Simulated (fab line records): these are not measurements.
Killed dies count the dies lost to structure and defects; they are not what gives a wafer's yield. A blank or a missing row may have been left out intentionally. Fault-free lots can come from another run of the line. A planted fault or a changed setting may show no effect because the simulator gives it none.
fab line records -- flow gf180mcu
record lots=5, wafers=15, last_day=34
route steps=602 shown MVSD@72 MVPSD@78
lots that met no fault: taken from a fault-free run of the same line
start_h: the number of hours between the record's first day and the start of the first shown wafer of the lot -- wait_h: time in hours since the lot's previous step -- " unchanged from the row above -- L1.1+2: a row that stands for several wafers -- - value missing, or start not given -- * or withheld: withheld -- < > ~ a bound
route shown NAME@n: a module of which the file shows steps, and the number in the route of the first -- usual: mean/standard deviation taken from wafers without a fault -- same: alike in all rows -- chamber/n: place in a boat -- sites: per-site readings -- _std_site: standard deviation of those values -- _edge_site: outer sites' mean less inner sites' -- radius_mm: for every site, how far away it sits from the centre of the wafer -- mask NAME#n: copy n -- behind: tool/chamber where the wafer was last shaped -- hold: reason for holding the lot/hours on hold/outcome of the hold -- device: transistor that didn't switch, given as n, p or np -- end of line: the tests these same wafers got at the end of their route -- where a step has no rows: the recipe by itself -- killed: count of dies lost to structure and defects at first sort (not the wafer's yield) -- map: a wafer's dies, x killed, . not, _ none there
set.NAME: setting as actually run; set.NAME@STEP: the setting as run at that earlier step -- model.NAME: the simulator's own value behind a step, which no gauge read
lots at some steps of the route; a table a step, a row a wafer
services: when a tool's chamber went out of use (start_h, in hours from the record's first day, below 0 if earlier), for how many hours, and the reason
## steps
# step GF_MVSD_DEVELOP_06
# recipe wall_angle_deg=90, develop_time_s=60, dev_temp_c=23
lot.wafer,tool,chamber,start_h,wait_h
L079.1+3+6,litho_track-02,0,-,-
L086.1+5+6,litho_track-04,0,-,-
L089.1+2+3,litho_track-04,0,-,-
L095.1+3+6,litho_track-04,0,-,-
L096.3+4+5,litho_track-04,0,-,-
# step GF_MVSD_OVL_MEAS_07
# usual MVSD_OVL=1.2/1.1
lot.wafer,tool,chamber,start_h,wait_h,MVSD_OVL[nm]
L079.1,overlay-01,-,114.61,-,3.5
L079.3,overlay-01,-,114.61,-,0.7
L079.6,overlay-01,-,114.61,-,2.5
L086.1,overlay-01,-,147.80,-,2.1
L086.5,overlay-01,-,147.80,-,0.5
L086.6,overlay-01,-,147.80,-,2.6
L089.1,overlay-02,-,172.80,-,1.4
L089.2,overlay-02,-,172.80,-,0.4
L089.3,overlay-02,-,172.80,-,2.6
L095.1,overlay-01,-,213.25,-,-0.5
L095.3,overlay-01,-,213.25,-,-0.6
L095.6,overlay-01,-,213.25,-,-1.1
L096.3,overlay-01,-,227.76,-,-0.4
L096.4,overlay-01,-,227.76,-,2.0
L096.5,overlay-01,-,227.76,-,2.9
# step GF_MVSD_IMPLANT_08
# recipe species=P, energy_kev=400, dose_cm2=1.6e+13, tilt_deg=0
# usual faraday_current_uA=90.0/1.6
# same implant_ion_amu=31
lot.wafer,tool,chamber,start_h,wait_h,faraday_current_uA
L079.1,implanter-04,0,114.65,0.0,91.3
L079.3,implanter-04,0,114.65,0.0,88.6
L079.6,implanter-04,0,114.65,0.0,91.5
L086.1,implanter-03,0,147.84,0.0,90.2
L086.5,implanter-03,0,147.84,0.0,89.6
L086.6,implanter-03,0,147.84,0.0,88.8
L089.1,implanter-02,0,172.84,0.0,94.0
L089.2,implanter-02,0,172.84,0.0,91.1
L089.3,implanter-02,0,172.84,0.0,87.4
L095.1,implanter-02,0,213.29,0.0,91.7
L095.3,implanter-02,0,213.29,0.0,90.7
L095.6,implanter-02,0,213.29,0.0,92.5
L096.3,implanter-04,0,227.84,0.1,90.0
L096.4,implanter-04,0,227.84,0.1,86.6
L096.5,implanter-04,0,227.84,0.1,90.7
# step GF_MVSD_IMPLANT_09
# recipe species=P, energy_kev=100, dose_cm2=5e+12, tilt_deg=0
# usual faraday_current_uA=28.2/0.56
# same implant_ion_amu=31
lot.wafer,tool,chamber,start_h,wait_h,faraday_current_uA
L079.1,implanter-04,0,114.80,0.1,29.4
L079.3,implanter-04,0,114.80,0.1,29.2
L079.6,implanter-04,0,114.80,0.1,27.9
L086.1,implanter-03,0,147.99,0.1,28.5
L086.5,implanter-03,0,147.99,0.1,27.7
L086.6,implanter-03,0,147.99,0.1,27.3
L089.1,implanter-02,0,172.99,0.1,28.3
L089.2,implanter-02,0,172.99,0.1,28.5
L089.3,implanter-02,0,172.99,0.1,28.5
L095.1,implanter-02,0,213.44,0.1,29.1
L095.3,implanter-02,0,213.44,0.1,28.4
L095.6,implanter-02,0,213.44,0.1,28.7
L096.3,implanter-04,0,227.99,0.1,28.3
L096.4,implanter-04,0,227.99,0.1,28.2
L096.5,implanter-04,0,227.99,0.1,29.3
# step GF_MVSD_STRIP_10
# recipe chemistry=O2/N2, power_w=1400, pressure_mtorr=1500, platen_temp_c=250, o2_flow_sccm=3000, n2_flow_sccm=300, overash_fraction=0.5
# usual drypump_motor_current_A=5.7/0.36, heater_power_w=331/35, n2_flow_sccm=300.2/0.82, oes_product_au=0.723/0.0044, strip_time_to_endpoint_s=37.00/0.087
# same overash_fraction=0.5
lot.wafer,tool,chamber,start_h,wait_h,drypump_motor_current_A,heater_power_w,n2_flow_sccm,oes_product_au,rf_hours_counter_h,strip_time_to_endpoint_s
L079.1,plasma_asher-03,0,114.95,0.1,5.9,315,301.0,0.717,32,36.93
L079.3,plasma_asher-03,1,114.95,0.1,6.6,300,300.1,0.726,-,36.95
L079.6,plasma_asher-03,0,114.95,0.1,5.9,312,301.1,0.722,-,36.98
L086.1,plasma_asher-02,0,148.14,0.1,5.2,312,299.3,0.726,51,36.98
L086.5,plasma_asher-02,0,148.14,0.1,5.2,314,299.7,0.724,-,37.06
L086.6,plasma_asher-02,1,148.14,0.1,5.8,325,301.1,0.722,-,36.84
L089.1,plasma_asher-02,1,173.14,0.1,5.8,323,299.8,0.723,54,36.94
L089.2,plasma_asher-02,0,173.14,0.1,5.3,313,299.5,0.715,54,36.99
L089.3,plasma_asher-02,1,173.14,0.1,5.8,331,299.9,0.718,-,37.05
L095.1,plasma_asher-04,0,213.59,0.1,5.6,311,299.5,0.717,10,36.87
L095.3,plasma_asher-04,0,213.59,0.1,5.6,304,301.0,0.720,-,36.83
L095.6,plasma_asher-04,1,213.59,0.1,5.7,409,298.9,0.726,-,36.97
L096.3,plasma_asher-03,0,228.12,0.1,5.9,316,299.3,0.715,-,37.13
L096.4,plasma_asher-03,1,228.12,0.1,6.6,296,300.6,0.723,-,37.20
L096.5,plasma_asher-03,0,228.12,0.1,5.9,308,299.5,0.722,-,37.07
# step GF_MVSD_TW_MEAS_11
# usual MVSD_TW=1572/26
lot.wafer,tool,chamber,start_h,wait_h,MVSD_TW
L079.1,film_metro-01,-,115.05,0.1,1572
L079.3,film_metro-01,-,115.05,0.1,1573
L079.6,film_metro-01,-,115.05,0.1,1562
L086.1,film_metro-01,-,148.24,0.1,1556
L086.5,film_metro-01,-,148.24,0.1,1566
L086.6,film_metro-01,-,148.24,0.1,1566
L089.1,film_metro-01,-,173.24,0.1,1565
L089.2,film_metro-01,-,173.24,0.1,1560
L089.3,film_metro-01,-,173.24,0.1,1552
L095.1,film_metro-03,-,213.69,0.1,1601
L095.3,film_metro-03,-,213.69,0.1,1606
L095.6,film_metro-03,-,213.69,0.1,1607
L096.3,film_metro-01,-,228.21,0.1,1554
L096.4,film_metro-01,-,228.21,0.1,1560
L096.5,film_metro-01,-,228.21,0.1,1557
# step GF_MVPSD_DEHYDRATE_00
# recipe temp_c=200, time_s=60
# same time_s=60
lot.wafer,tool,chamber,start_h,wait_h
L079.1+3+6,litho_track-02,0,120.96,5.9
L086.1+5+6,litho_track-04,0,155.40,7.2
L089.1+2+3,litho_track-02,0,180.21,7.0
L095.1+3+6,litho_track-02,0,222.11,8.4
L096.3+4+5,litho_track-02,0,236.51,8.3
# step GF_MVPSD_HMDS_01
# recipe prime_time_s=60, prime_temp_c=120
lot.wafer,tool,chamber,start_h,wait_h
L079.1+3+6,litho_track-02,0,121.11,0.1
L086.1+5+6,litho_track-04,0,155.55,0.1
L089.1+2+3,litho_track-02,0,180.36,0.1
L095.1+3+6,litho_track-02,0,222.26,0.1
L096.3+4+5,litho_track-02,0,236.66,0.1
# step GF_MVPSD_COAT_02
# recipe spin_rpm=2000, resist_thk_nm=3000
lot.wafer,tool,chamber,start_h,wait_h
L079.1+3+6,litho_track-02,0,121.26,0.1
L086.1+5+6,litho_track-04,0,155.70,0.1
L089.1+2+3,litho_track-02,0,180.51,0.1
L095.1+3+6,litho_track-02,0,222.41,0.1
L096.3+4+5,litho_track-02,0,236.81,0.1
# step GF_MVPSD_SOFTBAKE_03
# recipe temp_c=110, time_s=withheld
lot.wafer,tool,chamber,start_h,wait_h
L079.1+3+6,litho_track-02,0,121.41,0.1
L086.1+5+6,litho_track-04,0,155.85,0.1
L089.1+2+3,litho_track-02,0,180.66,0.1
L095.1+3+6,litho_track-02,0,222.56,0.1
L096.3+4+5,litho_track-02,0,236.97,0.1
# step GF_MVPSD_EXPOSE_04
# recipe mask_id=MVPSD, target_cd_nm=1000, na=0.6, source_shape=conventional, sigma_outer=0.6, dose_mj=260
lot.wafer,tool,chamber,start_h,wait_h,mask
L079.1+3+6,iline_stepper-02,0,-,-,MVPSD#0
L086.1+5+6,iline_stepper-02,0,-,-,MVPSD#0
L089.1+2+3,iline_stepper-01,0,-,-,MVPSD#0
L095.1+3+6,iline_stepper-02,0,-,-,MVPSD#0
L096.3+4+5,iline_stepper-01,0,-,-,MVPSD#0
# step GF_MVPSD_PEB_05
# recipe temp_c=115, time_s=withheld
lot.wafer,tool,chamber,start_h,wait_h
L079.1+3+6,litho_track-02,0,-,-
L086.1+5+6,litho_track-01,0,-,-
L089.1+2+3,litho_track-04,0,-,-
L095.1+3+6,litho_track-02,0,-,-
L096.3+4+5,litho_track-01,0,-,-
# step GF_MVPSD_DEVELOP_06
# recipe wall_angle_deg=90, develop_time_s=60, dev_temp_c=23
lot.wafer,tool,chamber,start_h,wait_h
L079.1+3+6,litho_track-02,0,-,-
L086.1+5+6,litho_track-01,0,-,-
L089.1+2+3,litho_track-04,0,-,-
L095.1+3+6,litho_track-02,0,-,-
L096.3+4+5,litho_track-01,0,-,-
## services
tool,chamber,start_h,hours,kind
implanter-04,-,91.40,1.8,repair
implanter-04,-,102.98,6.1,pm
plasma_asher-02,-,103.24,0.4,repair
plasma_asher-04,-,108.75,9.0,pm
plasma_asher-04,0,108.75,9.0,vent_cycle
plasma_asher-04,1,108.75,9.0,vent_cycle
plasma_asher-02,-,109.04,2.8,pm
implanter-04,-,116.14,0.6,repair
plasma_asher-04,0,117.75,-,clean
plasma_asher-04,1,117.75,-,clean
implanter-03,-,120.88,6.0,repair
implanter-03,-,132.76,1.7,repair
iline_stepper-01,-,145.54,4.4,pm
iline_stepper-01,-,158.30,14.0,repair
plasma_asher-04,-,162.30,2.8,pm
implanter-02,-,186.55,6.4,pm
plasma_asher-03,-,196.21,4.2,repair
plasma_asher-03,-,210.44,14.3,repair
implanter-04,-,215.81,2.1,repair
iline_stepper-01,0,221.67,-,calibration
implanter-02,-,224.31,6.0,repair
plasma_asher-04,-,234.54,15.6,pm
iline_stepper-02,-,244.56,4.3,pm
## key
fault none
